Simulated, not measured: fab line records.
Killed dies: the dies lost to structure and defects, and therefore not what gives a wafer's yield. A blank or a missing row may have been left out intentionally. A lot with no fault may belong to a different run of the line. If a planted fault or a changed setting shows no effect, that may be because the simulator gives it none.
Tool commonality check / flow gf180mcu / 13 lots, 39 wafers sampled

== WHAT PROMPTED THE OPENING ==
At GF_VT_IMPLANT_TW_MEAS_21 the reading VT_IMPLANT_2_TW is flagged on 3 of 13 lots. No-fault wafers: 1226, standard deviation 11.
Rule: a lot gets a flag if all its wafers with a number sit over 4 standard deviations from that mean, or if no wafer of it has a number. The other lots count as sound.

lot=L585; measured=day 6 17:22; on=film_metro-03; VT_IMPLANT_2_TW, wafer by wafer=1216 1213 1218; flag=
lot=L588; measured=day 7 11:30; on=film_metro-04; VT_IMPLANT_2_TW, wafer by wafer=1232 1238 1233; flag=
lot=L592; measured=day 8 11:20; on=film_metro-03; VT_IMPLANT_2_TW, wafer by wafer=1209 1218 1216; flag=
lot=L594; measured=day 8 23:22; on=film_metro-04; VT_IMPLANT_2_TW, wafer by wafer=1239 1239 1239; flag=
lot=L595; measured=day 9 05:04; on=film_metro-03; VT_IMPLANT_2_TW, wafer by wafer=1210 1211 1211; flag=
lot=L596; measured=day 9 13:10; on=film_metro-04; VT_IMPLANT_2_TW, wafer by wafer=1232 1231 1236; flag=
lot=L597; measured=day 9 21:01; on=film_metro-02; VT_IMPLANT_2_TW, wafer by wafer=1210 1211 1215; flag=
lot=L600; measured=day 10 08:52; on=film_metro-04; VT_IMPLANT_2_TW, wafer by wafer=1246 1237 1227; flag=
lot=L601; measured=day 10 17:13; on=film_metro-04; VT_IMPLANT_2_TW, wafer by wafer=1225 1228 1235; flag=
lot=L604; measured=day 11 13:48; on=film_metro-04; VT_IMPLANT_2_TW, wafer by wafer=1279 1277 1284; flag=FLAGGED
lot=L605; measured=day 11 20:00; on=film_metro-04; VT_IMPLANT_2_TW, wafer by wafer=1279 1290 1279; flag=FLAGGED
lot=L606; measured=day 12 02:28; on=film_metro-04; VT_IMPLANT_2_TW, wafer by wafer=1279 1280 1277; flag=FLAGGED
lot=L607; measured=day 12 08:16; on=film_metro-04; VT_IMPLANT_2_TW, wafer by wafer=1244 1236 1238; flag=
The numbers of the flagged lots are 1280 on average: +54 against the usual, or +5 standard deviations.

== WHICH TOOL RAN EACH LOT ==
3 process steps preceding the reading are held in the record, out of 602 steps in the route. Every cell lists first the tool, next ch and the chambers used by the sampled wafers, and last the start.
lot=L585; flag=; GF_STI_ETCH_14=rie_si-02 ch 0,3, day 2 07:23; GF_STI_STRIP_15=plasma_asher-04 ch 0,1, day 2 07:28; GF_VT_IMPLANT_IMPLANT_19=implanter-04 ch 0, day 6 17:07
lot=L588; flag=; GF_STI_ETCH_14=rie_si-01 ch 1,2,3, day 3 00:11; GF_STI_STRIP_15=plasma_asher-03 ch 0,1, day 3 00:16; GF_VT_IMPLANT_IMPLANT_19=implanter-04 ch 0, day 7 11:15
lot=L592; flag=; GF_STI_ETCH_14=rie_si-02 ch 0,1,3, day 3 19:13; GF_STI_STRIP_15=plasma_asher-04 ch 0,1, day 3 19:19; GF_VT_IMPLANT_IMPLANT_19=implanter-01 ch 0, day 8 11:07
lot=L594; flag=; GF_STI_ETCH_14=rie_si-02 ch 0,1,3, day 4 05:54; GF_STI_STRIP_15=plasma_asher-03 ch 0,1, day 4 05:58; GF_VT_IMPLANT_IMPLANT_19=implanter-01 ch 0, day 8 23:08
lot=L595; flag=; GF_STI_ETCH_14=rie_si-01 ch 0,1,2, day 4 09:44; GF_STI_STRIP_15=plasma_asher-04 ch 1, day 4 09:49; GF_VT_IMPLANT_IMPLANT_19=implanter-02 ch 0, day 9 04:49
lot=L596; flag=; GF_STI_ETCH_14=rie_si-01 ch 0,2, day 4 19:05; GF_STI_STRIP_15=plasma_asher-04 ch 0,1, day 4 19:10; GF_VT_IMPLANT_IMPLANT_19=implanter-02 ch 0, day 9 12:55
lot=L597; flag=; GF_STI_ETCH_14=rie_si-02 ch 1,2,3, day 5 00:58; GF_STI_STRIP_15=plasma_asher-02 ch 0,1, day 5 01:02; GF_VT_IMPLANT_IMPLANT_19=implanter-01 ch 0, day 9 20:46
lot=L600; flag=; GF_STI_ETCH_14=rie_si-02 ch 0,1,2, day 5 11:32; GF_STI_STRIP_15=plasma_asher-02 ch 0,1, day 5 11:37; GF_VT_IMPLANT_IMPLANT_19=implanter-01 ch 0, day 10 08:37
lot=L601; flag=; GF_STI_ETCH_14=rie_si-01 ch 0,2,3, day 5 17:26; GF_STI_STRIP_15=plasma_asher-02 ch 0,1, day 5 17:31; GF_VT_IMPLANT_IMPLANT_19=implanter-01 ch 0, day 10 16:58
lot=L604; flag=FLAGGED; GF_STI_ETCH_14=rie_si-01 ch 0,1,3, day 6 08:08; GF_STI_STRIP_15=plasma_asher-04 ch 0,1, day 6 08:13; GF_VT_IMPLANT_IMPLANT_19=implanter-01 ch 0, day 11 13:33
lot=L605; flag=FLAGGED; GF_STI_ETCH_14=rie_si-01 ch 1,2,3, day 6 13:52; GF_STI_STRIP_15=plasma_asher-02 ch 0,1, day 6 13:56; GF_VT_IMPLANT_IMPLANT_19=implanter-01 ch 0, day 11 19:45
lot=L606; flag=FLAGGED; GF_STI_ETCH_14=rie_si-01 ch 0,2,3, day 6 19:38; GF_STI_STRIP_15=plasma_asher-04 ch 0,1, day 6 19:42; GF_VT_IMPLANT_IMPLANT_19=implanter-01 ch 0, day 12 02:14
lot=L607; flag=; GF_STI_ETCH_14=rie_si-02 ch 1,2,3, day 6 23:45; GF_STI_STRIP_15=plasma_asher-02 ch 0,1, day 6 23:49; GF_VT_IMPLANT_IMPLANT_19=implanter-04 ch 0, day 12 08:01
What these steps do:
- GF_STI_ETCH_14: etches Si in HBr/Cl2/O2, target depth 360 nm, time 102.9 s.
- GF_STI_STRIP_15: strips in O2/N2.
- GF_VT_IMPLANT_IMPLANT_19
- GF_VT_IMPLANT_TW_MEAS_21

== FLAGGED OVER TOTAL, TOOL BY TOOL (the gauges that took the reading come last) ==
step=GF_STI_ETCH_14; tool=rie_si-01; lots run=7; flagged=3; share of the flagged lots=all; sound lots run after its first flagged lot=0
step=GF_STI_ETCH_14; tool=rie_si-02; lots run=6; flagged=0; share of the flagged lots=none; sound lots run after its first flagged lot=-
step=GF_STI_STRIP_15; tool=plasma_asher-02; lots run=5; flagged=1; share of the flagged lots=some; sound lots run after its first flagged lot=1 (L607)
step=GF_STI_STRIP_15; tool=plasma_asher-03; lots run=2; flagged=0; share of the flagged lots=none; sound lots run after its first flagged lot=-
step=GF_STI_STRIP_15; tool=plasma_asher-04; lots run=6; flagged=2; share of the flagged lots=some; sound lots run after its first flagged lot=0
step=GF_VT_IMPLANT_IMPLANT_19; tool=implanter-01; lots run=8; flagged=3; share of the flagged lots=all; sound lots run after its first flagged lot=0
step=GF_VT_IMPLANT_IMPLANT_19; tool=implanter-02; lots run=2; flagged=0; share of the flagged lots=none; sound lots run after its first flagged lot=-
step=GF_VT_IMPLANT_IMPLANT_19; tool=implanter-04; lots run=3; flagged=0; share of the flagged lots=none; sound lots run after its first flagged lot=-
step=GF_VT_IMPLANT_TW_MEAS_21; tool=film_metro-02; lots run=1; flagged=0; share of the flagged lots=none; sound lots run after its first flagged lot=-
step=GF_VT_IMPLANT_TW_MEAS_21; tool=film_metro-03; lots run=3; flagged=0; share of the flagged lots=none; sound lots run after its first flagged lot=-
step=GF_VT_IMPLANT_TW_MEAS_21; tool=film_metro-04; lots run=9; flagged=3; share of the flagged lots=all; sound lots run after its first flagged lot=1 (L607)

== WHAT THE TABLE PERMITS ==
In the table, 3 rows ran each flagged lot (rie_si-01 at GF_STI_ETCH_14; implanter-01 at GF_VT_IMPLANT_IMPLANT_19; film_metro-04 at GF_VT_IMPLANT_TW_MEAS_21).
- rie_si-01 at GF_STI_ETCH_14: 3 of its 7 lots flagged. Last sound lot L601 at day 5 17:26, first flagged lot L604 at day 6 08:08; a fault beginning in between fits.
- implanter-01 at GF_VT_IMPLANT_IMPLANT_19: 3 of its 8 lots flagged. Last sound lot L601 at day 10 16:58, first flagged lot L604 at day 11 13:33; a fault beginning in between fits. Its own readings lie more than 4 standard deviations out on every wafer of the flagged lots: beam_energy_keV.
- film_metro-04 at GF_VT_IMPLANT_TW_MEAS_21: 3 of its 9 lots flagged. Sound lots followed the first flagged one (L607) on it, something a lasting fault affecting the whole tool could not allow.
Because each of these 2 tools fits a fault that began at some hour, counting lots does not separate them. More lots, or a look at what each step does to the wafer, might.

== WHAT THE SIMULATOR HAD PUT IN ==
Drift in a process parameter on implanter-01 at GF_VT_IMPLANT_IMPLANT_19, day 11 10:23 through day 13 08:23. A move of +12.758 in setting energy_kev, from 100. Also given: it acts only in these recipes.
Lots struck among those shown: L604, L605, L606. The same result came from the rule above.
